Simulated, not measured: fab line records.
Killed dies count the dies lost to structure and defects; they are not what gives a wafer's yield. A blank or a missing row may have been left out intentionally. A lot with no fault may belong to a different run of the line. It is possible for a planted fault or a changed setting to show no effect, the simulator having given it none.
fab line records	flow sky130
record lots=24	wafers=72	last-day=50
route steps=708 shown NWELL@76 CONTACT@433 METAL1@454 VIA1@482 METAL2@484 METAL3@567
lots with no fault: from the same line, run without faults
start-h: start of the lot's first displayed wafer, in hours after the record's first day	wait-h: hours elapsed since this lot's preceding step	" as in the row above	L1.1+2: a row that stands for several wafers	- either no value or no given start	* or withheld: withheld	< > ~ a bound
route shown NAME@n: NAME is a module with steps in the file, n the number in the route of the first one	usual: mean and standard deviation over wafers with no fault	same: alike in all rows	chamber/n: place in a boat	sites: the reading at each site	_std_site: the standard deviation of these	_edge_site: outer sites' mean less inner sites'	radius-mm: how far each site lies from the wafer's centre	mask NAME#n: copy n	behind: the tool/chamber that last shaped the wafer	hold: why the lot was held/for how many hours/how that ended	device: the transistor (n, p or np) that didn't switch	end of line: the tests these same wafers got at the end of their route	step lacking rows: just its recipe	killed: count of dies lost to structure and defects at first sort (not the wafer's yield)	map: a wafer's dies, x killed, . not, _ none there
set.NAME: setting as actually run; set.NAME@STEP: the setting as run at that earlier step	model.NAME: the simulator's own value behind a step, which no gauge read
the route's steps for a sample of lots (tables are steps, rows are wafers)
services: a tool's chamber out of use, with start hour (start-h, from the record's first day; less than 0 if before it), hours out, and reason
## steps
# step SKY_NWELL_OVL_MEAS_23
# usual NWELL_01_OVL=-0.6/1.4
lot.wafer	tool	chamber	start-h	wait-h	NWELL_01_OVL[nm]
L074.1	overlay-02	-	99.02	-	0.5
L074.2	"	-	"	"	-0.8
L074.6	"	-	"	"	2.2
L075.2	overlay-01	-	108.84	-	1.1
L075.3	"	-	"	"	0.3
L075.6	"	-	"	"	0.4
L076.1	overlay-02	-	115.07	-	0.3
L076.2	"	-	"	"	0.9
L076.5	"	-	"	"	0.8
L077.2	overlay-02	-	122.39	-	-0.4
L077.3	"	-	"	"	-1.2
L077.6	"	-	"	"	-0.8
L078.1	overlay-02	-	126.93	-	-2.5
L078.3	"	-	"	"	-1.7
L078.4	"	-	"	"	-0.3
L079.3	overlay-02	-	134.08	-	0.7
L079.4	"	-	"	"	0.3
L079.6	"	-	"	"	1.3
L080.3	overlay-01	-	135.98	-	-3.1
L080.4	"	-	"	"	-1.6
L080.6	"	-	"	"	-0.4
L081.3	overlay-01	-	142.08	-	-2.1
L081.5	"	-	"	"	-1.8
L081.6	"	-	"	"	-4.2
L082.1	overlay-02	-	151.08	-	-1.0
L082.3	"	-	"	"	1.3
L082.4	"	-	"	"	0.8
L083.2	overlay-02	-	161.88	-	-0.6
L083.4	"	-	"	"	-2.5
L083.5	"	-	"	"	1.6
L084.4	overlay-02	-	168.75	-	-0.1
L084.5	"	-	"	"	-2.7
L084.6	"	-	"	"	-0.4
L085.1	overlay-02	-	174.42	-	-0.4
L085.3	"	-	"	"	-1.1
L085.4	"	-	"	"	-0.4
L086.1	overlay-02	-	177.23	-	-1.6
L086.3	"	-	"	"	-1.4
L086.6	"	-	"	"	-1.8
L087.2	overlay-02	-	183.83	-	-0.9
L087.4	"	-	"	"	-1.8
L087.5	"	-	"	"	-0.5
L088.1	overlay-02	-	191.12	-	0.0
L088.3	"	-	"	"	-2.1
L088.4	"	-	"	"	-1.1
L089.1	overlay-02	-	195.18	-	-0.4
L089.2	"	-	"	"	-2.2
L089.6	"	-	"	"	-1.9
L090.2	overlay-01	-	198.89	-	1.1
L090.4	"	-	"	"	-0.9
L090.5	"	-	"	"	-1.1
L091.2	overlay-01	-	204.98	-	-1.8
L091.5	"	-	"	"	-2.9
L091.6	"	-	"	"	-2.0
L092.4	overlay-02	-	210.50	-	-3.7
L092.5	"	-	"	"	-1.1
L092.6	"	-	"	"	-0.1
L093.1	overlay-02	-	217.13	-	0.2
L093.4	"	-	"	"	-3.6
L093.5	"	-	"	"	0.6
L094.2	overlay-02	-	221.79	-	-1.3
L094.3	"	-	"	"	-0.8
L094.5	"	-	"	"	-1.0
L095.4	overlay-01	-	226.65	-	-0.1
L095.5	"	-	"	"	-0.2
L095.6	"	-	"	"	-1.0
L096.2	overlay-02	-	240.98	-	-0.3
L096.4	"	-	"	"	1.4
L096.6	"	-	"	"	-2.1
L097.2	overlay-01	-	246.13	-	0.7
L097.4	"	-	"	"	0.2
L097.5	"	-	"	"	1.0
# step SKY_CONTACT_CMP_27
# recipe stop-on=SiO2	t-overpolish-s=15	down-force-psi=3.5	platen-rpm=60	target-thk-nm=0	pad-velocity-m-s=0.94248
# usual edge-zone-pressure-frac=1.000/0.0045	motor-current-A=11.0/1.6	overpolish-run-s=15.001/0.0098	retaining-ring-pressure-frac=1.001/0.0048	time-to-endpoint-s=79.1/3
lot.wafer	tool	chamber	start-h	wait-h	edge-zone-pressure-frac	motor-current-A	overpolish-run-s	retaining-ring-pressure-frac	time-to-endpoint-s
L074.1	cmp-01	0	729.15	0.1	0.986	8.7	15.009	1.003	82.9
L074.2	"	1	"	"	1.010	11.3	14.989	1.001	83.7
L074.6	"	0	"	"	0.991	9.2	15.011	1.001	83.1
L075.3	cmp-02	1	743.60	0.0	0.998	11.4	15.007	1.006	77.6
L075.2	"	0	"	"	1.008	10.8	15.004	1.004	88.9
L075.6	"	2	"	"	1.003	12.8	14.991	1.005	83.9
L076.2	cmp-01	0	753.91	0.0	1.005	8.6	15.003	1.009	78.3
L076.1	"	1	"	"	0.998	11.8	15.018	1.007	82.5
L076.5	"	0	"	"	0.998	8.4	15.017	1.009	80.4
L077.2	cmp-01	2	759.35	0.1	1.008	12.4	15.013	0.999	76.8
L077.3	"	3	"	"	0.995	8.2	14.990	0.997	77.7
L077.6	"	1	"	"	1.006	11.7	15.001	1.009	78.7
L078.3	cmp-02	2	772.86	0.0	0.998	12.2	15.001	0.993	82.0
L078.4	"	3	"	"	0.997	12.8	15.008	0.991	80.5
L078.1	"	0	"	"	0.995	10.9	15.000	1.006	85.6
L080.3	cmp-01	0	778.54	0.1	1.003	9.0	15.004	0.994	76.6
L080.4	"	1	"	"	1.001	12.0	15.005	0.997	79.4
L080.6	"	3	"	"	1.005	8.5	15.006	1.001	77.7
L079.4	cmp-02	1	781.72	0.1	1.002	11.6	15.001	0.992	77.9
L079.3	"	2	"	"	1.004	12.1	14.992	1.001	79.4
L079.6	"	1	"	"	1.014	12.1	14.994	0.990	77.0
L081.3	cmp-01	3	790.54	0.1	0.996	8.1	15.005	1.000	78.1
L081.6	"	1	"	"	0.994	11.4	15.005	1.009	85.6
L081.5	"	2	"	"	1.001	12.6	15.005	0.994	79.8
L082.4	cmp-02	2	803.88	0.0	0.998	12.9	15.008	1.000	76.1
L082.3	"	3	"	"	0.995	11.7	15.013	1.001	79.1
L082.1	"	1	"	"	1.003	11.9	14.996	1.006	74.2
L083.2	cmp-02	2	812.76	0.1	1.002	12.7	15.009	0.997	79.0
L083.4	"	0	"	"	1.001	10.2	14.996	1.008	84.0
L083.5	"	2	"	"	1.004	12.3	15.001	1.004	83.9
L084.4	cmp-01	3	820.65	0.1	0.993	8.5	15.005	0.995	80.5
L084.6	"	2	"	"	1.001	12.5	15.006	0.995	78.6
L084.5	"	3	"	"	0.996	8.5	15.004	1.002	80.6
L085.4	cmp-02	1	828.53	0.0	1.001	11.6	15.011	1.002	78.5
L085.3	"	2	"	"	1.002	12.5	15.008	1.002	79.5
L085.1	"	3	"	"	0.997	11.9	14.995	1.003	80.0
L086.1	cmp-02	0	831.01	0.1	1.006	10.5	15.011	0.997	77.2
L086.3	"	2	"	"	1.000	13.3	15.004	0.998	77.3
L086.6	"	1	"	"	1.002	11.9	15.004	0.997	75.9
L088.3	cmp-01	3	844.80	0.0	1.003	8.8	15.004	0.999	76.0
L088.1	"	0	"	"	1.004	8.8	14.995	1.004	78.0
L088.4	"	2	"	"	0.998	11.9	15.002	0.995	74.8
L089.2	cmp-01	0	853.07	0.3	1.002	8.9	15.005	1.009	79.1
L089.1	"	3	"	"	0.994	8.4	15.013	0.997	76.8
L089.6	"	0	"	"	0.998	9.0	14.997	1.002	81.0
L090.4	cmp-01	1	855.77	0.2	1.005	11.6	15.010	0.999	81.5
L090.2	"	2	"	"	0.996	12.2	15.011	1.000	75.4
L090.5	"	3	"	"	1.002	8.3	15.016	1.001	75.6
L087.2	cmp-02	1	860.20	0.3	0.997	12.4	15.015	1.002	78.3
L087.4	"	2	"	"	0.999	12.6	15.008	1.004	78.7
L087.5	"	1	"	"	0.998	12.7	15.017	1.000	75.7
L091.2	cmp-02	3	863.47	0.1	1.004	12.4	14.996	1.003	78.7
L091.5	"	2	"	"	1.000	12.4	14.984	1.013	79.1
L091.6	"	3	"	"	1.000	12.9	14.999	1.005	76.4
L092.4	cmp-02	2	867.56	0.1	1.003	13.0	15.006	1.006	77.0
L092.5	"	1	"	"	1.001	12.1	15.010	0.997	77.5
L092.6	"	2	"	"	0.998	12.2	14.999	1.000	74.7
L093.4	cmp-02	0	879.66	0.0	0.997	10.6	14.990	0.999	80.1
L093.1	"	2	"	"	0.996	12.8	15.004	0.995	77.6
L093.5	"	0	"	"	0.996	11.0	15.006	1.003	81.7
L094.3	cmp-01	1	889.23	0.2	0.998	11.7	14.998	1.004	79.9
L094.2	"	3	"	"	0.999	8.5	15.009	0.999	78.2
L094.5	"	2	"	"	1.003	12.5	14.984	1.000	78.7
L095.4	cmp-01	3	891.82	0.7	1.008	8.5	14.992	1.001	84.5
L095.5	"	3	"	"	1.005	8.4	14.990	0.995	85.7
L095.6	"	0	"	"	1.008	8.6	15.008	0.998	82.4
L096.2	cmp-01	1	900.20	0.1	1.003	12.0	14.991	1.003	74.1
L096.4	"	2	"	"	0.996	12.1	14.994	0.997	76.0
L096.6	"	0	"	"	1.000	9.0	14.996	1.001	82.8
L097.4	cmp-01	2	905.21	0.0	1.011	11.9	14.983	0.999	73.3
L097.2	"	3	"	"	0.998	8.9	14.988	1.006	78.6
L097.5	"	3	"	"	1.000	8.5	15.008	1.012	76.4
# step SKY_METAL1_STRIP_20
# recipe chemistry=O2/N2	power-w=1400	pressure-mtorr=1500	platen-temp-c=withheld	o2-flow-sccm=3000	n2-flow-sccm=300	overash-fraction=0.5
# usual drypump-motor-current-A=5.7/0.35	o2-flow-sccm=3001/9.5	oes-product-au=0.343/0.0045	strip-time-to-endpoint-s=2.702/0.028
lot.wafer	tool	chamber	start-h	wait-h	drypump-motor-current-A	o2-flow-sccm	oes-product-au	rf-hours-counter-h	strip-time-to-endpoint-s
L074.1	plasma-asher-02	1	757.62	0.1	5.8	3008	0.345	66	2.692
L074.2	"	0	"	"	5.7	3001	0.338	66	2.674
L074.6	"	1	"	"	5.8	3007	0.345	-	2.708
L075.2	plasma-asher-04	1	770.97	0.1	6.0	3000	0.335	35	2.714
L075.3	"	0	"	"	5.9	2995	0.346	-	2.714
L075.6	"	1	"	"	6.0	3013	0.344	-	2.711
L076.1	plasma-asher-03	0	782.07	0.1	4.9	2998	0.343	95	2.679
L076.2	"	1	"	"	5.8	2986	0.341	95	2.661
L076.5	"	1	"	"	5.8	2989	0.342	-	2.690
L077.2	plasma-asher-04	0	787.32	0.1	5.8	3013	0.340	37	2.664
L077.3	"	1	"	"	6.0	3000	0.340	-	2.686
L077.6	"	1	"	"	6.0	3004	0.345	-	2.678
L078.1	plasma-asher-04	0	800.67	0.1	5.7	3003	0.347	38	2.685
L078.3	"	1	"	"	6.0	2998	0.335	-	2.699
L078.4	"	0	"	"	5.8	2983	0.341	-	2.702
L080.3	plasma-asher-02	0	805.99	0.1	5.7	3012	0.344	-	2.704
L080.4	"	1	"	"	5.8	3018	0.335	-	2.681
L080.6	"	0	"	"	5.7	2999	0.341	-	2.727
L079.3	plasma-asher-02	1	809.10	0.1	5.8	3001	0.340	-	2.650
L079.4	"	0	"	"	5.7	2980	0.348	-	2.663
L079.6	"	1	"	"	5.8	3009	0.339	-	2.669
L081.3	plasma-asher-04	0	818.14	0.1	5.8	2993	0.335	-	2.743
L081.5	"	0	"	"	5.8	3022	0.339	-	2.711
L081.6	"	1	"	"	6.0	2997	0.338	-	2.740
L082.1	plasma-asher-04	0	831.06	0.1	5.8	2994	0.349	42	2.689
L082.3	"	1	"	"	6.0	3012	0.338	-	2.651
L082.4	"	0	"	"	5.8	2996	0.344	-	2.648
L083.2	plasma-asher-02	0	839.28	0.1	5.7	3008	0.342	74	2.659
L083.4	"	1	"	"	5.8	2993	0.341	-	2.692
L083.5	"	0	"	"	5.7	2996	0.339	-	2.691
L084.4	plasma-asher-03	0	848.15	0.1	4.9	3005	0.344	-	2.729
L084.5	"	0	"	"	4.9	3014	0.342	-	2.727
L084.6	"	1	"	"	5.8	2989	0.344	-	2.684
L085.1	plasma-asher-04	0	855.61	0.1	5.8	3007	0.352	44	2.671
L085.3	"	0	"	"	5.8	2995	0.340	-	2.725
L085.4	"	1	"	"	6.0	2997	0.341	-	2.730
L086.1	plasma-asher-02	1	857.91	0.1	5.8	2984	0.348	76	2.715
L086.3	"	0	"	"	5.7	3001	0.338	-	2.701
L086.6	"	0	"	"	5.7	2999	0.344	-	2.732
L088.1	plasma-asher-03	0	871.72	0.1	4.9	3016	0.348	102	2.761
L088.3	"	0	"	"	4.9	3000	0.338	-	2.712
L088.4	"	1	"	"	5.8	3011	0.342	-	2.738
L089.1	plasma-asher-04	0	880.26	0.1	5.8	2999	0.343	46	2.691
L089.2	"	1	"	"	6.0	2996	0.342	46	2.691
L089.6	"	1	"	"	6.0	3008	0.352	-	2.697
L090.2	plasma-asher-04	1	882.87	0.1	6.0	3006	0.335	46	2.651
L090.4	"	1	"	"	6.0	3020	0.345	-	2.670
L090.5	"	0	"	"	5.8	3012	0.339	-	2.678
L087.2	plasma-asher-04	0	887.02	0.1	5.8	2998	0.343	47	2.746
L087.4	"	0	"	"	5.8	3000	0.341	-	2.754
L087.5	"	1	"	"	6.0	3006	0.345	-	2.741
L091.2	plasma-asher-02	1	890.10	0.1	5.8	3002	0.343	79	2.727
L091.5	"	0	"	"	5.7	2995	0.343	-	2.736
L091.6	"	1	"	"	5.8	2986	0.342	-	2.700
L092.4	plasma-asher-03	0	894.65	0.1	4.9	2993	0.349	-	2.716
L092.5	"	1	"	"	5.8	3019	0.343	-	2.681
L092.6	"	0	"	"	4.9	2994	0.345	-	2.723
L093.1	plasma-asher-03	1	905.37	0.1	5.8	3010	0.346	106	2.753
L093.4	"	0	"	"	4.9	3004	0.338	-	2.720
L093.5	"	0	"	"	4.9	3008	0.345	-	2.739
L094.2	plasma-asher-03	1	915.52	0.1	5.8	3010	0.338	107	2.698
L094.3	"	0	"	"	4.9	2986	0.347	-	2.748
L094.5	"	0	"	"	4.9	2994	0.341	-	2.722
L095.4	plasma-asher-03	1	917.85	0.1	5.8	2991	0.346	-	2.753
L095.5	"	0	"	"	4.9	3003	0.344	-	2.699
L095.6	"	1	"	"	5.8	2984	0.349	-	2.708
L096.2	plasma-asher-04	0	925.89	0.1	5.8	3002	0.343	50	2.714
L096.4	"	0	"	"	5.8	2998	0.346	-	2.719
L096.6	"	1	"	"	6.0	2993	0.353	-	2.713
L097.2	plasma-asher-02	0	930.67	0.1	5.7	2995	0.352	83	2.706
L097.4	"	0	"	"	5.7	3006	0.345	-	2.725
L097.5	"	0	"	"	5.7	3023	0.344	-	2.707
# step SKY_VIA1_CMP_24
# recipe stop-on=SiO2	t-overpolish-s=15	down-force-psi=3.5	platen-rpm=60	target-thk-nm=0	pad-velocity-m-s=0.94248
# usual edge-zone-pressure-frac=1.000/0.0051	motor-current-A=10.9/1.6	overpolish-run-s=15.001/0.0088	retaining-ring-pressure-frac=1.000/0.0047	time-to-endpoint-s=64.3/2.9
lot.wafer	tool	chamber	start-h	wait-h	edge-zone-pressure-frac	motor-current-A	overpolish-run-s	retaining-ring-pressure-frac	time-to-endpoint-s
L074.2	cmp-02	2	785.65	0.1	1.005	12.7	15.011	0.999	64.9
L074.1	"	0	"	"	1.003	10.9	15.001	1.000	65.1
L074.6	"	2	"	"	1.011	13.0	15.008	0.993	66.2
L075.3	cmp-01	0	800.49	0.1	0.993	8.6	15.008	1.006	64.9
L075.2	"	2	"	"	1.004	12.4	14.997	0.999	62.2
L075.6	"	3	"	"	0.991	8.1	14.996	0.995	65.8
L076.1	cmp-01	2	811.44	0.1	1.000	12.0	15.007	0.996	60.6
L076.2	"	0	"	"	1.003	8.8	15.007	0.999	64.9
L076.5	"	1	"	"	1.004	11.4	15.009	1.001	67.0
L077.3	cmp-02	3	816.84	0.0	0.994	12.4	14.998	1.003	62.4
L077.2	"	2	"	"	0.994	12.7	15.008	1.002	61.7
L077.6	"	3	"	"	1.004	12.0	15.011	1.002	59.5
L078.1	cmp-01	3	829.44	0.1	1.002	9.0	14.997	0.997	62.6
L078.3	"	1	"	"	0.994	12.2	15.009	0.996	67.9
L078.4	"	2	"	"	0.991	11.9	15.013	1.006	61.9
L080.4	cmp-02	2	834.53	0.1	1.007	12.6	15.012	0.997	62.6
L080.3	"	0	"	"	0.996	11.3	15.007	0.998	64.5
L080.6	"	1	"	"	0.992	12.3	14.993	0.994	59.9
L079.3	cmp-02	3	837.89	0.0	1.001	12.3	14.993	1.000	62.6
L079.4	"	1	"	"	1.000	12.6	15.015	1.001	61.1
L079.6	"	3	"	"	1.000	11.9	15.000	1.010	67.4
L081.3	cmp-01	0	847.13	0.4	0.998	8.9	14.994	0.998	67.3
L081.5	"	2	"	"	0.986	12.1	15.003	1.004	62.0
L081.6	"	3	"	"	1.003	8.4	15.007	1.013	65.7
L082.4	cmp-02	3	859.39	0.1	1.003	12.0	14.998	1.009	62.7
L082.3	"	0	"	"	1.000	10.8	14.988	1.008	65.2
L082.1	"	1	"	"	1.006	11.7	14.991	0.995	58.9
L083.4	cmp-01	1	867.70	0.1	1.004	11.4	15.017	1.002	65.2
L083.2	"	3	"	"	0.994	8.6	15.001	0.999	62.9
L083.5	"	1	"	"	1.003	11.7	15.000	1.005	63.5
L084.4	cmp-02	1	876.97	0.1	0.999	12.5	15.003	1.004	61.0
L084.6	"	0	"	"	0.998	11.3	14.995	1.003	63.1
L084.5	"	1	"	"	0.990	12.1	14.999	0.997	59.5
L085.3	cmp-01	3	883.94	0.0	1.006	8.3	14.998	0.997	61.5
L085.4	"	1	"	"	1.000	11.8	14.992	0.995	66.2
L085.1	"	2	"	"	0.998	12.6	15.003	1.002	58.6
L086.3	cmp-01	1	886.67	0.5	0.998	11.2	14.996	0.999	63.8
L086.1	"	3	"	"	1.002	8.6	15.005	1.000	69.0
L086.6	"	0	"	"	1.002	8.7	14.987	1.001	62.4
L088.4	cmp-02	2	899.40	0.0	1.005	13.0	15.006	1.007	66.4
L088.3	"	0	"	"	0.996	10.7	15.000	1.002	67.0
L088.1	"	1	"	"	1.001	11.9	15.012	1.001	64.4
L089.1	cmp-01	0	908.11	0.1	1.008	9.6	15.014	0.992	63.2
L089.2	"	1	"	"	0.999	11.5	15.011	1.001	62.0
L089.6	"	3	"	"	1.001	8.4	14.990	1.003	61.5
L090.2	cmp-01	2	909.55	0.0	0.995	12.2	15.007	0.999	58.9
L090.4	"	0	"	"	0.993	9.2	14.977	1.005	59.6
L090.5	"	2	"	"	0.997	11.6	14.994	1.003	58.5
L087.2	cmp-02	2	915.41	0.1	1.005	12.8	15.003	1.002	65.6
L087.4	"	3	"	"	1.006	12.2	14.989	1.001	65.7
L087.5	"	0	"	"	1.001	11.0	14.996	1.003	63.5
L091.2	cmp-02	1	917.48	0.0	1.001	11.3	15.013	0.995	62.8
L091.5	"	1	"	"	1.001	12.3	14.999	0.998	63.7
L091.6	"	2	"	"	0.994	12.9	14.995	0.996	66.2
L092.4	cmp-01	3	921.79	0.2	0.995	8.0	15.000	0.993	67.9
L092.5	"	0	"	"	0.993	9.2	14.999	1.001	67.0
L092.6	"	1	"	"	1.000	11.6	14.998	1.005	68.8
L093.1	cmp-01	0	932.70	0.1	1.002	8.6	14.996	1.002	67.0
L093.4	"	1	"	"	1.004	11.9	14.995	1.006	73.4
L093.5	"	2	"	"	1.008	12.7	15.010	0.990	65.8
L094.3	cmp-02	0	942.74	0.1	0.997	10.7	15.001	1.003	72.7
L094.2	"	3	"	"	1.009	12.1	14.982	0.994	69.4
L094.5	"	0	"	"	0.997	10.8	14.995	1.002	71.0
L095.4	cmp-01	3	944.90	0.2	0.995	8.6	15.007	1.004	67.5
L095.5	"	0	"	"	1.006	8.6	15.025	1.002	65.7
L095.6	"	1	"	"	0.998	12.1	14.994	0.999	62.3
L096.2	cmp-01	0	952.85	0.1	0.996	8.3	15.003	0.991	67.2
L096.4	"	1	"	"	1.005	11.5	15.002	1.000	66.1
L096.6	"	3	"	"	1.004	8.2	15.009	0.997	65.4
L097.4	cmp-01	3	957.72	0.1	1.000	8.5	15.009	0.997	64.7
L097.2	"	1	"	"	1.007	11.8	15.006	1.003	65.5
L097.5	"	2	"	"	1.005	12.4	15.010	1.004	60.0
# step SKY_METAL2_SPUTTER_01
# recipe material=TiN	target-thk-nm=20	power-w=6500	time-s=16.7	chamber-pressure-pa=0.4
# usual chamber-pressure-pa=0.4000/0.00079	throttle-valve-pct=30.0/0.96
lot.wafer	tool	chamber	start-h	wait-h	chamber-pressure-pa	throttle-valve-pct
L074.1	pvd-sputter-01	-	785.92	0.0	0.3989	31.3
L074.2	"	-	"	"	0.3995	30.4
L074.6	"	-	"	"	0.4015	30.8
L075.2	pvd-sputter-03	-	800.76	0.0	0.4021	30.7
L075.3	"	-	"	"	0.4004	31.1
L075.6	"	-	"	"	0.3995	29.1
L076.1	pvd-sputter-02	-	811.71	0.0	0.4002	28.5
L076.2	"	-	"	"	0.3989	30.7
L076.5	"	-	"	"	0.3985	31.1
L077.2	pvd-sputter-02	-	817.16	0.0	0.4001	28.3
L077.3	"	-	"	"	0.3997	31.0
L077.6	"	-	"	"	0.3985	30.3
L078.1	pvd-sputter-02	-	829.76	0.0	0.4013	30.8
L078.3	"	-	"	"	0.3990	30.0
L078.4	"	-	"	"	0.4006	30.9
L080.3	pvd-sputter-02	-	834.80	0.0	0.3993	28.3
L080.4	"	-	"	"	0.3988	30.7
L080.6	"	-	"	"	0.3991	28.3
L079.3	pvd-sputter-03	-	838.22	0.0	0.4004	28.9
L079.4	"	-	"	"	0.4005	28.9
L079.6	"	-	"	"	0.4004	29.2
L081.3	pvd-sputter-01	-	847.35	0.0	0.4010	29.4
L081.5	"	-	"	"	0.3991	31.6
L081.6	"	-	"	"	0.3999	31.0
L082.1	pvd-sputter-01	-	859.66	0.0	0.4006	30.7
L082.3	"	-	"	"	0.4002	29.5
L082.4	"	-	"	"	0.3994	30.2
L083.2	pvd-sputter-02	-	867.97	0.0	0.4001	30.9
L083.4	"	-	"	"	0.4011	30.5
L083.5	"	-	"	"	0.3996	30.2
L084.4	pvd-sputter-02	-	877.24	0.0	0.3996	30.0
L084.5	"	-	"	"	0.3992	30.9
L084.6	"	-	"	"	0.3996	30.5
L085.1	pvd-sputter-01	-	884.26	0.0	0.4000	29.4
L085.3	"	-	"	"	0.4017	30.7
L085.4	"	-	"	"	0.4008	30.5
L086.1	pvd-sputter-01	-	886.94	0.0	0.3996	29.7
L086.3	"	-	"	"	0.3993	30.4
L086.6	"	-	"	"	0.3990	29.6
L088.1	pvd-sputter-02	-	899.73	0.0	0.4020	30.9
L088.3	"	-	"	"	0.3998	28.4
L088.4	"	-	"	"	0.3997	30.3
L089.1	pvd-sputter-03	-	908.40	0.0	0.3996	29.2
L089.2	"	-	"	"	0.4010	30.2
L089.6	"	-	"	"	0.3996	31.1
L090.2	pvd-sputter-02	-	909.90	0.0	0.3986	28.2
L090.4	"	-	"	"	0.4003	31.1
L090.5	"	-	"	"	0.4015	30.1
L087.2	pvd-sputter-02	-	915.63	0.0	0.3990	30.9
L087.4	"	-	"	"	0.4000	29.9
L087.5	"	-	"	"	0.4010	30.1
L091.2	pvd-sputter-02	-	917.80	0.0	0.3996	30.2
L091.5	"	-	"	"	0.4010	30.4
L091.6	"	-	"	"	0.4011	30.2
L092.4	pvd-sputter-03	-	921.96	0.0	0.4006	30.6
L092.5	"	-	"	"	0.3987	30.4
L092.6	"	-	"	"	0.3999	28.7
L093.1	pvd-sputter-03	-	932.92	0.0	0.4004	28.9
L093.4	"	-	"	"	0.3986	30.5
L093.5	"	-	"	"	0.3994	29.1
L094.2	pvd-sputter-02	-	943.06	0.0	0.3986	30.5
L094.3	"	-	"	"	0.4004	28.5
L094.5	"	-	"	"	0.4009	31.1
L095.4	pvd-sputter-02	-	945.08	0.0	0.3998	30.3
L095.5	"	-	"	"	0.3997	28.4
L095.6	"	-	"	"	0.4007	30.1
L096.2	pvd-sputter-03	-	953.08	0.0	0.3998	29.0
L096.4	"	-	"	"	0.4000	31.0
L096.6	"	-	"	"	0.4012	29.0
L097.2	pvd-sputter-03	-	957.99	0.0	0.4002	30.5
L097.4	"	-	"	"	0.4003	29.2
L097.5	"	-	"	"	0.4005	29.0
# step SKY_METAL3_ETCH_17
# recipe target=SiO2	stop-on=TiN	chemistry=C4F8/O2/Ar	source-w=1500	bias-w=1200	pressure-mtorr=40	c4f8-flow-sccm=withheld	O2_flow_sccm=6	Ar_flow_sccm=300	time-s=3.9	target-depth-a=150
# usual oes-product-au=0.753/0.007
lot.wafer	tool	chamber	start-h	wait-h	oes-product-au	rf-hours-counter-h
L074.1	rie-diel-03	3	894.43	0.2	0.751	19
L074.2	"	0	"	"	0.752	21
L074.6	"	0	"	"	0.759	-
L075.2	rie-diel-04	3	907.55	0.1	0.745	5
L075.3	"	1	"	"	0.754	26
L075.6	"	0	"	"	0.747	-
L076.1	rie-diel-03	0	919.41	0.1	0.742	22
L076.2	"	1	"	"	0.748	9
L076.5	"	0	"	"	0.753	-
L077.2	rie-diel-04	0	921.69	0.1	0.751	6
L077.3	"	3	"	"	0.748	5
L077.6	"	1	"	"	0.753	-
L078.1	rie-diel-04	1	936.06	0.1	0.739	27
L078.3	"	0	"	"	0.750	7
L078.4	"	3	"	"	0.752	6
L080.3	rie-diel-03	3	940.56	0.0	0.749	20
L080.4	"	0	"	"	0.758	23
L080.6	"	1	"	"	0.764	-
L079.3	rie-diel-04	2	944.21	0.0	0.753	19
L079.4	"	0	"	"	0.767	8
L079.6	"	0	"	"	0.757	-
L081.3	rie-diel-02	3	953.18	0.0	0.744	15
L081.5	"	1	"	"	0.753	-
L081.6	"	2	"	"	0.753	-
L082.1	rie-diel-02	0	963.66	0.1	0.761	20
L082.3	"	2	"	"	0.766	12
L082.4	"	1	"	"	0.760	-
L083.2	rie-diel-04	1	972.96	0.1	0.748	28
L083.4	"	2	"	"	0.752	21
L083.5	"	3	"	"	0.764	-
L084.4	rie-diel-03	3	979.47	0.0	0.762	-
L084.5	"	1	"	"	0.755	-
L084.6	"	2	"	"	0.761	-
L085.1	rie-diel-03	2	985.91	0.1	0.751	12
L085.3	"	1	"	"	0.754	12
L085.4	"	2	"	"	0.766	-
L086.1	rie-diel-03	2	988.47	0.1	0.752	12
L086.3	"	1	"	"	0.759	12
L086.6	"	1	"	"	0.763	-
L088.1	rie-diel-04	3	1001.16	0.1	0.753	9
L088.3	"	0	"	"	0.755	10
L088.4	"	3	"	"	0.767	-
L089.1	rie-diel-03	1	1009.16	0.1	0.747	13
L089.2	"	3	"	"	0.747	23
L089.6	"	3	"	"	0.760	-
L090.2	rie-diel-04	2	1009.17	0.1	0.743	22
L090.4	"	0	"	"	0.748	-
L090.5	"	3	"	"	0.754	-
L087.2	rie-diel-02	1	1014.76	0.1	0.753	6
L087.4	"	0	"	"	0.746	21
L087.5	"	0	"	"	0.755	-
L091.2	rie-diel-04	3	1017.66	0.1	0.749	10
L091.5	"	2	"	"	0.747	-
L091.6	"	1	"	"	0.746	-
L092.4	rie-diel-04	2	1022.34	0.1	0.760	23
L092.5	"	1	"	"	0.749	-
L092.6	"	2	"	"	0.751	-
L093.1	rie-diel-02	2	1030.72	0.1	0.763	13
L093.4	"	0	"	"	0.763	21
L093.5	"	2	"	"	0.764	-
L094.2	rie-diel-02	3	1041.41	0.1	0.755	17
L094.3	"	1	"	"	0.747	7
L094.5	"	1	"	"	0.760	-
L095.4	rie-diel-03	3	1041.89	0.1	0.755	24
L095.5	"	0	"	"	0.752	-
L095.6	"	1	"	"	0.747	-
L096.2	rie-diel-03	2	1048.87	0.1	0.748	15
L096.4	"	1	"	"	0.743	14
L096.6	"	0	"	"	0.751	-
L097.2	rie-diel-02	1	1053.62	0.1	0.743	8
L097.4	"	2	"	"	0.759	15
L097.5	"	1	"	"	0.755	-
## services
tool	chamber	start-h	hours	kind
cmp-02	-	744.68	4.0	pm
cmp-01	-	761.34	11.3	pm
cmp-02	-	797.60	1.1	repair
cmp-02	-	820.43	0.6	repair
cmp-01	-	823.54	1.1	repair
cmp-02	-	832.52	1.5	repair
cmp-02	-	843.39	15.6	pm
cmp-01	-	859.08	4.2	pm
plasma-asher-04	-	862.59	1.2	repair
cmp-01	-	871.35	0.6	repair
cmp-02	-	886.09	8.3	pm
plasma-asher-04	-	896.03	11.7	repair
cmp-01	-	911.32	1.0	repair
cmp-01	-	916.91	4.0	pm
cmp-01	-	924.28	0.3	repair
pvd-sputter-02	-	945.25	1.4	repair
plasma-asher-04	-	951.16	5.2	repair
pvd-sputter-02	-	954.11	7.1	repair
plasma-asher-04	-	957.84	2.2	repair
cmp-02	-	1024.54	0.4	repair
cmp-02	-	1026.81	3.0	repair
plasma-asher-04	-	1030.86	0.5	repair
cmp-01	-	1034.50	0.5	repair
cmp-01	-	1037.71	2.5	repair
## key
fault none
